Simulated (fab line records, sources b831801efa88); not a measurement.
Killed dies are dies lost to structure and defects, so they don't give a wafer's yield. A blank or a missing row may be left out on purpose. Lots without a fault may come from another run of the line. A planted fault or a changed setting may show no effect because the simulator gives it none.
One fault seen from 2 desks | flow sky130 | each desk has only its own numbers; what lay behind them comes last

THE TOOL OWNER'S DESK: implanter-01
The tool's own readings at SKY_GATE_OXIDE_IMPLANT_11: means of the sampled wafers that have a number, for each lot that ran on this tool. A lot is out of limits, marked OUT, if its mean lies more than 4 standard deviations from the usual mean; the brackets give that distance.
Columns: A = dose_ions_cm2 at SKY_GATE_OXIDE_IMPLANT_11, usual 2.6e+12; B = faraday_current_uA at SKY_GATE_OXIDE_IMPLANT_11, usual 14.7
lot  | first seen here | A                         | B
L431 | day 15 15:27    | 2.6e+12                   | 14.5
L436 | day 17 09:01    | 2.6e+12                   | 14.9
L438 | day 17 23:16    | 2.6e+12                   | 14.5
L439 | day 18 11:37    | 2.6e+12                   | 14.9
L444 | day 19 21:05    | 1.1e+13 (+99 or more) OUT | 64.3 (+99 or more) OUT
L445 | day 20 01:15    | 1.1e+13 (+99 or more) OUT | 63.6 (+99 or more) OUT
This desk's finding: out of limits on L444, L445; first on L444, day 19 21:05 (dose_ions_cm2 at SKY_GATE_OXIDE_IMPLANT_11). In limits: L431, L436, L438, L439.

THE METROLOGY DESK
What the gauges read, lot by lot, whatever tool the lot ran on: means of the sampled wafers that have a number. A lot is out of limits, marked OUT, if its mean lies more than 4 standard deviations from the usual mean; the brackets give that distance.
Columns: A = GATE_OXIDE_TW at SKY_GATE_OXIDE_TW_MEAS_14, usual 223.0; B = POLY_GATE_TW at SKY_RES_PROTECT_TW_MEAS_08, usual 4005; C = POLY_GATE_OVL at SKY_POLY_GATE_OVL_MEAS_14, usual 0 nm
lot  | first seen here | A               | B    | C
L428 | day 14 18:02    | 223.5           | 3999 | 3
L429 | day 14 22:54    | 224.4           | 3971 | -3
L430 | day 15 06:23    | 225.2           | 4034 | -5
L431 | day 15 15:46    | 226.1           | 3997 | -10
L435 | day 17 02:36    | 221.9           | 3969 | 1
L436 | day 17 09:22    | 223.2           | 4038 | -5
L437 | day 17 18:50    | 222.4           | 3991 | 3
L438 | day 17 23:38    | 222.1           | 4005 | -9
L439 | day 18 11:56    | 221.9           | 3968 | -7
L444 | day 19 21:25    | 343.6 (+80) OUT | 3985 | 0
L445 | day 20 01:37    | 345.9 (+82) OUT | 4037 | 10
L451 | day 21 22:25    | 224.0           | 4003 | 3
This desk's finding: out of limits on L444, L445; first on L444, day 19 21:25 (GATE_OXIDE_TW at SKY_GATE_OXIDE_TW_MEAS_14). In limits: L428, L429, L430, L431, L435, L436, L437, L438, L439, L451.

PUT TOGETHER
The tool owner's desk could have raised an alarm at day 19 21:05, on L444, L445.
The metrology desk could have raised an alarm at day 19 21:25, on L444, L445.
Of the lots named, all ran SKY_GATE_OXIDE_IMPLANT_11 on implanter-01.

WHAT THE SIMULATOR HAD PUT IN
Process parameter drift: implanter-01, from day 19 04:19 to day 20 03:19, at SKY_GATE_OXIDE_IMPLANT_11. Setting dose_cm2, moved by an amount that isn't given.
Lots struck among those shown: L444, L445.
Hours from the fault's start to each desk's first reading out of limits: the tool owner's desk, 17; the metrology desk, 17.
